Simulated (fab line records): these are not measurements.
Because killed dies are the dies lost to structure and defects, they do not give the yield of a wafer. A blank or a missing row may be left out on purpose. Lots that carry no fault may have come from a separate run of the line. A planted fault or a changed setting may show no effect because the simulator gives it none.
8D (eight disciplines) problem report, filled in by code | flow sky130 | the parts of the form that need people (team, actions taken, sign-off) are left out

1. THE ISSUE
CONTACT_CVD_00_THK at SKY_CONTACT_THK_MEAS_01 reads a mean of 109.3 nm on 6 wafers of 2 lots; wafers without a fault read 75.0 nm with a standard deviation of 0.92. That is +37 standard deviations from the usual mean.
Seen first at day 33 21:59 on film-metro-03, wafer L355.1. The record holds 36 wafers of 12 lots with a number at this step. The rule behind "out" and "out of limits": a value lying over 4 standard deviations away from the usual mean. All remaining wafers that have a number are taken as sound.

2. WHAT IT IS, WHAT IT ISN'T
question                    | is                           | is not
which readings at this step | CONTACT_CVD_00_THK           | -
which lots                  | L355, L360                   | L350, L352, L353, L354, L356, L357, L364, L368, L369, L370
which wafers of those lots  | all that have a number       | -
read on which gauges        | film-metro-01, film-metro-03 | film-metro-04
when                        | from day 33 21:59            | up to then (18 sound wafers); but 12 sound wafers of L364, L368, L369, L370 came after

3. SUSPECTS, AND WHAT RULES EACH OUT
Counting: a tool at a process step up to the reading stays a suspect if it ran every lot that is out and no sound lot after the first of them.
- the gauge at SKY_CONTACT_THK_MEAS_01 is ruled out. 2 gauges (film-metro-01, film-metro-03) read the wafers that are out.
- pecvd-04 at SKY_CONTACT_CVD_00 (deposits Si3N4, target thk 75 nm): kept. Every lot that is out went through it, starting with L355 (day 33 21:57), and after that it ran no sound lot; the last sound lot it ran before then is L356 (day 33 15:09).
After counting, what remains is pecvd-04 at SKY_CONTACT_CVD_00.

4. THE CAUSE (what the simulator had put in)
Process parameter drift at SKY_CONTACT_CVD_00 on pecvd-04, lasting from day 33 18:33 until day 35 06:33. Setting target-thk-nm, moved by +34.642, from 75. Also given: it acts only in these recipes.
This tool alone remained once counting was done.

5. THE CHAIN OF EFFECTS, in route order
Each row: a reading where the mean over the struck wafers with a number is more than 3 standard deviations away from the usual. Readings are gone through only where the record gives a usual standard deviation; hours: the median, over the lots, of the time from a lot's start at the first step in this table giving one to that lot's start at this step; sigmas: the change measured in usual standard deviations.
hours | step                    | reading            | usual      | on struck wafers | change | sigmas
0     | SKY_CONTACT_THK_MEAS_01 | CONTACT_CVD_00_THK | 75.0 nm    | 109.3            | +34.3  | +37
-     | SKY_CONTACT_ETCH_18     | oes-product-au     | 0.855 a.u. | 1.008            | +0.153 | +19
-     | SKY_CONTACT_ETCH_18     | throttle-valve-pct | 8.793 %    | 8.832            | +0.039 | +4.6
345   | SKY_PAD_OPEN_PROBE_99   | killed-at-contacts | 25         | 423              | +398   | +72
345   | SKY_PAD_OPEN_PROBE_99   | killed-dies        | 88         | 492              | +404   | +44
345   | SKY_PAD_OPEN_PROBE_99   | killed-on-rim      | 17         | 96               | +79    | +20
Its process steps:
- SKY_CONTACT_ETCH_18: etches Si3N4 in CHF3/O2, stops on TiN, time 39 s, target depth 75 nm.
- SKY_PAD_OPEN_PROBE_99

6. WHAT WOULD HAVE CAUGHT IT SOONER
3 hours passed between the start of the fault at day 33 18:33 and the first reading out of limits at a measuring or inspecting step in this record, taken at day 33 21:59.
No tool reading at SKY_CONTACT_CVD_00 that has a usual standard deviation in the record was out on any struck wafer, so an alarm limit of 4 standard deviations on those readings would not have fired.
Of the lots that are out (2), L360 began SKY_CONTACT_CVD_00 on pecvd-04 after day 33 21:59. A hold on the tool at that time would have spared it.
